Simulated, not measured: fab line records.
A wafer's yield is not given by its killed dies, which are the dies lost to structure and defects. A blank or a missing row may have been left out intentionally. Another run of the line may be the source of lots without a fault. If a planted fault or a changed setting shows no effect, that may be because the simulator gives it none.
Split-lot trial ; flow sfq-line ; route with 325 steps; 5 lots, 23 wafers read

== ON THE SPLIT ==
At SFQ_TRILAYER_M8_DEP_EVAP_198 (material Pt, target thk 50 nm, time 250 s), the setting time-s was moved away from the recipe's 250 s on 8 of the 23 wafers read, by -4.5% to +7.4%. For the rest of the wafers, this setting stayed at what the recipe calls for.

The reading is taken at the split's own step.

== THE READING ==
Pt_of_TRILAYER_M8_DEP_EVAP_198.thk-nm (the simulator's own value, which no gauge read), in nm, at SFQ_TRILAYER_M8_DEP_EVAP_198 (material Pt, target thk 50 nm, time 250 s). There is no usual value for it anywhere in the file. The 15 wafers here that ran the recipe average 50.41 nm, standard deviation 0.34 nm.

wafer;tool, chamber at the split;time-s as run, s;against the recipe;Pt_of_TRILAYER_M8_DEP_EVAP_198.thk-nm, nm;against lot-mates on the recipe
L074.3;pvd-sputter-01, -;250;recipe;50.3;-
L074.4;pvd-sputter-01, -;250;recipe;50.89;-
L074.5;pvd-sputter-01, -;250;recipe;49.82;-
L078.1;pvd-sputter-01, -;263.2;+5.3%;53.48;+2.98
L078.2;pvd-sputter-01, -;250;recipe;50.77;-
L078.4;pvd-sputter-01, -;250;recipe;50.63;-
L078.5;pvd-sputter-01, -;250;recipe;50.11;-
L078.6;pvd-sputter-01, -;263.2;+5.3%;53.25;+2.75
L079.1;pvd-sputter-01, -;250;recipe;50.55;-
L079.2;pvd-sputter-01, -;250;recipe;50.66;-
L079.3;pvd-sputter-01, -;250;recipe;50.38;-
L079.4;pvd-sputter-01, -;250;recipe;49.84;-
L079.6;pvd-sputter-01, -;250;recipe;50.27;-
L083.1;pvd-sputter-02, -;250;recipe;50.76;-
L083.2;pvd-sputter-02, -;268.5;+7.4%;54.29;+3.92
L083.4;pvd-sputter-02, -;250;recipe;49.98;-
L083.5;pvd-sputter-02, -;268.5;+7.4%;54.09;+3.72
L083.6;pvd-sputter-02, -;268.5;+7.4%;54.1;+3.73
L084.1;pvd-sputter-01, -;250;recipe;50.38;-
L084.2;pvd-sputter-01, -;238.7;-4.5%;48.96;-1.62
L084.3;pvd-sputter-01, -;238.7;-4.5%;48.61;-1.97
L084.4;pvd-sputter-01, -;250;recipe;50.78;-
L084.5;pvd-sputter-01, -;238.7;-4.5%;48.23;-2.35

FIT RESULTS
A straight line over all 23 wafers: Pt_of_TRILAYER_M8_DEP_EVAP_198.thk-nm changes by +0.487 nm for each +1% of time-s; r = +0.98; the points scatter about the line by 0.35 nm.
The same after taking each lot's own level away (the mean of its wafers on the recipe; 23 wafers): +0.497 nm for each +1%; r = +0.98; scatter 0.32 nm.
According to that fit, moving time-s by its largest amount changes the reading by 3.7 nm.
The lots' own levels span 50.337 to 50.580 nm, that is 0.7 times the standard deviation above.
So the lot-to-lot level changes the slope little: the two slopes agree.
Check: for one of the wafers moved furthest among these (+7.4%), held out of the fit, the line's prediction against its lot-mates is +3.7 nm. It came out at +3.92 nm against them.

== FURTHER SPLITS ON THESE WAFERS ==
Note: prior to the reading, these wafers also went through further splits. Each is held against what the fit with the lots' levels taken away leaves over:
other split on the same wafers;wafers away from the commonest value;r with Pt_of_TRILAYER_M8_DEP_EVAP_198.thk-nm (lot level and that fit taken away)
SFQ_TRILAYER_M5_BARC_OPEN_METAL_ETCH_161 icp-w;11;-0.10
SFQ_TRILAYER_C5_LITHO_COAT_151 resist-thk-nm;7;-0.14
SFQ_TRILAYER_C5_BARC_OPEN_VIA_ETCH_210 time-s;8;+0.07
SFQ_TRILAYER_M6_LITHO_COAT_164 resist-thk-nm;7;+0.03
SFQ_TRILAYER_M6_ETCH_METAL_ETCH_162 time-s;7;+0.13
SFQ_TRILAYER_I6_VIA_LITHO_EXPOSE_170 dose-mj;10;-0.06
SFQ_TRILAYER_M7_DEP_SPUTTER_175 time-s;7;-0.07
SFQ_TRILAYER_M7_ETCH_METAL_ETCH_180 icp-w;6;+0.04
SFQ_TRILAYER_I7_DEP_PECVD_183 time-s;8;-0.01
SFQ_TRILAYER_I7_VIA_LITHO_COAT_187 resist-thk-nm;8;-0.10
SFQ_TRILAYER_I7_VIA_BARC_OPEN_VIA_ETCH_260 source-w;10;-0.14

== FILE'S OWN FIT ==
Pt_of_TRILAYER_M8_DEP_EVAP_198.thk-nm changes by +0.506 nm for each +1% of time-s, r = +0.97.
